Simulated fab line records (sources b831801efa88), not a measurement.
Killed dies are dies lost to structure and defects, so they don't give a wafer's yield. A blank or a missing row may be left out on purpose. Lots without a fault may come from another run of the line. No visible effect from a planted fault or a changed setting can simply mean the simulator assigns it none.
Which tool is to blame? | flow sky130 | 72 wafers from 24 lots sampled at 4 of the route's 708 steps

== WHAT THE GAUGES READ, wafer by wafer ==
SKY_CONTACT_THK_MEAS_01. Usual: CONTACT_CVD_00_THK gives 74.8 nm (standard deviation 1).
lot  | measured     | on            | CONTACT_CVD_00_THK (nm) | flag
L074 | day 30 10:59 | film-metro-03 | 73.1 75.0 75.8          |
L075 | day 30 23:43 | film-metro-03 | 76.5 75.0 76.6          |
L076 | day 30 23:32 | film-metro-03 | 74.8 76.0 75.4          |
L077 | day 31 07:11 | film-metro-01 | 74.2 75.2 76.4          |
L078 | day 32 00:32 | film-metro-01 | 74.8 76.3 75.7          |
L079 | day 32 01:52 | film-metro-04 | 74.2 76.5 76.1          |
L080 | day 32 06:16 | film-metro-01 | 74.2 74.1 75.2          |
L081 | day 32 10:22 | film-metro-03 | 75.1 75.6 75.6          |
L082 | day 33 03:55 | film-metro-01 | 72.5 73.4 75.2          |
L083 | day 33 10:20 | film-metro-01 | 74.2 74.4 75.0          |
L084 | day 33 15:16 | film-metro-01 | 74.3 74.4 75.2          |
L085 | day 33 23:41 | film-metro-04 | 72.6 74.6 74.3          |
L086 | day 34 10:11 | film-metro-03 | 74.3 74.4 75.1          |
L087 | day 34 16:14 | film-metro-03 | 75.3 74.9 75.2          |
L088 | day 35 02:12 | film-metro-04 | 75.8 75.3 75.8          |
L089 | day 36 00:22 | film-metro-03 | 74.4 76.0 75.3          |
L090 | day 36 04:13 | film-metro-04 | 74.2 74.2 75.5          |
L091 | day 37 02:23 | film-metro-01 | 72.9 74.0 74.4          |
L092 | day 36 10:20 | film-metro-04 | 75.0 76.4 75.2          |
L093 | day 37 03:44 | film-metro-04 | 74.9 73.9 76.3          |
L094 | day 37 03:42 | film-metro-01 | 74.1 74.8 76.5          |
L095 | day 37 10:19 | film-metro-03 | 74.3 76.1 74.0          |
L096 | day 37 09:34 | film-metro-04 | 72.8 74.2 74.3          |
L097 | day 37 15:38 | film-metro-04 | 73.0 74.6 75.0          |

SKY_CONTACT_BOW_MEAS_05. Usual: CONTACT_BOW gives 83 um (standard deviation 6.5).
lot  | measured     | on            | CONTACT_BOW (um) | flag
L074 | day 30 18:32 | film-metro-04 | 97 88 82         |
L075 | day 31 00:14 | film-metro-03 | 80 76 80         |
L076 | day 31 00:02 | film-metro-04 | 82 77 85         |
L077 | day 31 07:42 | film-metro-03 | 82 85 92         |
L078 | day 32 01:02 | film-metro-04 | 81 73 94         |
L079 | day 32 02:47 | film-metro-01 | 88 90 84         |
L080 | day 32 06:45 | film-metro-01 | 85 101 87        |
L081 | day 32 10:53 | film-metro-04 | 77 81 86         |
L082 | day 33 04:32 | film-metro-03 | 85 83 81         |
L083 | day 33 10:50 | film-metro-04 | 84 89 82         |
L084 | day 33 15:45 | film-metro-03 | 93 75 83         |
L085 | day 34 00:13 | film-metro-04 | 83 88 77         |
L086 | day 34 10:40 | film-metro-03 | 78 85 82         |
L087 | day 34 16:46 | film-metro-01 | 82 96 95         |
L088 | day 35 02:41 | film-metro-04 | 84 75 83         |
L089 | day 36 00:52 | film-metro-04 | 82 93 98         |
L090 | day 36 04:43 | film-metro-04 | 85 81 79         |
L091 | day 37 02:53 | film-metro-01 | 79 84 93         |
L092 | day 36 10:50 | film-metro-04 | 80 72 86         |
L093 | day 37 04:13 | film-metro-03 | 84 80 75         |
L094 | day 37 04:13 | film-metro-04 | 83 78 83         |
L095 | day 37 10:49 | film-metro-04 | 77 73 69         |
L096 | day 37 10:04 | film-metro-04 | 92 84 80         |
L097 | day 37 16:08 | film-metro-03 | 92 80 82         |

SKY_CAPM_OVL_MEAS_12. Usual: CAPM_OVL gives 0.3 nm (standard deviation 1.5).
lot  | measured     | on         | CAPM_OVL (nm)  | flag
L074 | day 37 13:37 | overlay-02 | -0.2 -0.3 -0.2 |
L075 | day 38 00:01 | overlay-02 | -0.2 0.6 0.5   |
L076 | day 37 23:24 | overlay-01 | 2.0 1.8 0.1    |
L077 | day 38 04:03 | overlay-02 | -0.8 -1.1 -2.0 |
L078 | day 38 22:42 | overlay-02 | 1.5 1.8 0.8    |
L079 | day 38 23:51 | overlay-02 | -1.7 -1.5 -1.1 |
L080 | day 39 05:22 | overlay-01 | 0.9 0.6 2.0    |
L081 | day 39 06:59 | overlay-02 | 2.0 1.4 2.0    |
L082 | day 40 01:06 | overlay-02 | 0.5 -0.1 -1.9  |
L083 | day 40 05:53 | overlay-02 | -0.3 -1.9 -1.3 |
L084 | day 40 10:08 | overlay-01 | 2.1 1.6 1.1    |
L085 | day 40 18:50 | overlay-02 | -0.4 2.3 1.3   |
L086 | day 41 05:32 | overlay-02 | -0.4 1.0 0.5   |
L087 | day 41 08:40 | overlay-01 | 2.2 2.6 1.7    |
L088 | day 41 18:31 | overlay-02 | 1.7 -0.7 2.7   |
L089 | day 42 15:01 | overlay-02 | 1.7 3.9 2.3    |
L090 | day 42 17:13 | overlay-02 | 0.8 0.8 0.8    |
L091 | day 43 15:11 | overlay-02 | -1.9 -0.7 0.0  |
L092 | day 42 23:29 | overlay-02 | 1.1 2.3 2.0    |
L093 | day 43 17:07 | overlay-01 | 1.8 2.2 1.1    |
L094 | day 43 15:18 | overlay-01 | 1.1 2.9 1.6    |
L095 | day 43 21:00 | overlay-02 | -0.5 -1.8 -2.2 |
L096 | day 43 20:24 | overlay-02 | -2.8 -1.3 -2.0 |
L097 | day 44 00:37 | overlay-02 | -0.3 -0.6 -0.2 |

== WHAT TOOL EACH LOT RAN ON (gives the tool, then ch and the chambers of the sampled wafers, and finally the start) ==
lot  | SKY_FIELD_ISO_ETCH_15
L074 | rie-diel-04 ch 2,3, day 2 05:14
L075 | rie-diel-04 ch 0,2,3, day 2 14:02
L076 | rie-diel-02 ch 0,1,2, day 2 16:37
L077 | rie-diel-02 ch 1,3, day 2 20:13
L078 | rie-diel-01 ch 1,2, day 3 01:58
L079 | rie-diel-04 ch 0,2,3, day 3 07:13
L080 | rie-diel-04 ch 0,1, day 3 11:32
L081 | rie-diel-01 ch 0,2,3, day 3 16:59
L082 | rie-diel-01 ch 1,2,3, day 3 21:55
L083 | rie-diel-02 ch 0,2,3, day 4 03:14
L084 | rie-diel-02 ch 0,1,2, day 4 10:38
L085 | rie-diel-01 ch 0,1,3, day 4 14:06
L086 | rie-diel-04 ch 0,1,2, day 4 20:46
L087 | rie-diel-04 ch 0,2,3, day 4 23:22
L088 | rie-diel-01 ch 1,2,3, day 5 06:10
L089 | rie-diel-02 ch 0,1,3, day 5 10:36
L090 | rie-diel-04 ch 0,3, day 5 16:59
L091 | rie-diel-02 ch 0,1,2, day 6 01:55
L092 | rie-diel-04 ch 0,1, day 6 03:05
L093 | rie-diel-02 ch 0,1,3, day 6 08:05
L094 | rie-diel-01 ch 0,3, day 6 17:09
L095 | rie-diel-04 ch 1,2, day 7 00:56
L096 | rie-diel-02 ch 2,3, day 7 01:17
L097 | rie-diel-04 ch 2,3, day 7 06:25
- SKY_FIELD_ISO_ETCH_15: etches the open film in CHF3/O2, stops on Si, target depth 180 nm, time 72 s.

== WHAT THE TOOLS THEMSELVES READ (means of the sampled wafers that have a number; where no wafer has one, the mark that the record gives instead) ==
SKY_FIELD_ISO_ETCH_15. Usual: drypump-motor-current-A 5.7 A, standard deviation 0.31; oes-product-au 0.947 a.u., standard deviation 0.0068; throttle-valve-pct 8.845 %, standard deviation 0.0091.
lot  | tool        | drypump-motor-current-A (A) | oes-product-au (a.u.) | throttle-valve-pct (%) | flag
L074 | rie-diel-04 | 5.4                         | 0.941                 | 8.841                  |
L075 | rie-diel-04 | 5.3                         | 0.942                 | 8.845                  |
L076 | rie-diel-02 | 5.9                         | 0.945                 | 8.837                  |
L077 | rie-diel-02 | 6.0                         | 0.940                 | 8.842                  |
L078 | rie-diel-01 | 5.9                         | 0.941                 | 8.842                  |
L079 | rie-diel-04 | 5.4                         | 0.940                 | 8.839                  |
L080 | rie-diel-04 | 5.4                         | 0.941                 | 8.841                  |
L081 | rie-diel-01 | 5.9                         | 0.952                 | 8.845                  |
L082 | rie-diel-01 | 6.0                         | 0.945                 | 8.843                  |
L083 | rie-diel-02 | 5.9                         | 0.945                 | 8.839                  |
L084 | rie-diel-02 | 5.9                         | 0.953                 | 8.842                  |
L085 | rie-diel-01 | 5.8                         | 0.939                 | 8.839                  |
L086 | rie-diel-04 | 5.3                         | 0.949                 | 8.847                  |
L087 | rie-diel-04 | 5.3                         | 0.942                 | 8.849                  |
L088 | rie-diel-01 | 6.0                         | 0.954                 | 8.850                  |
L089 | rie-diel-02 | 5.9                         | 0.946                 | 8.850                  |
L090 | rie-diel-04 | 5.4                         | 0.947                 | 8.848                  |
L091 | rie-diel-02 | 5.9                         | 0.954                 | 8.851                  |
L092 | rie-diel-04 | 5.4                         | 0.945                 | 8.841                  |
L093 | rie-diel-02 | 5.9                         | 0.955                 | 8.844                  |
L094 | rie-diel-01 | 5.7                         | 0.947                 | 8.851                  |
L095 | rie-diel-04 | 5.3                         | 0.950                 | 8.840                  |
L096 | rie-diel-02 | 5.9                         | 0.952                 | 8.851                  |
L097 | rie-diel-04 | 5.3                         | 0.949                 | 8.843                  |

== THE ANSWER, worked out from the rows above alone ==
Rule: a lot is off if the mean of its wafers that have a number lies more than 3 standard deviations from the usual mean. Also off: a lot with no number at a reading for which 4 or more lots have one. Any other lot the step has rows for is counted as sound. Order of review: gauges by route order, followed by the tools' own readings, for which a lot's mean as printed above is used. At the first step where some lot is off, the reading lying furthest off is the one used; lots without a number count as furthest.
None of the lots is off at any reading shown; this tells nothing.

== WHAT HAD BEEN PUT IN BY THE SIMULATOR ==
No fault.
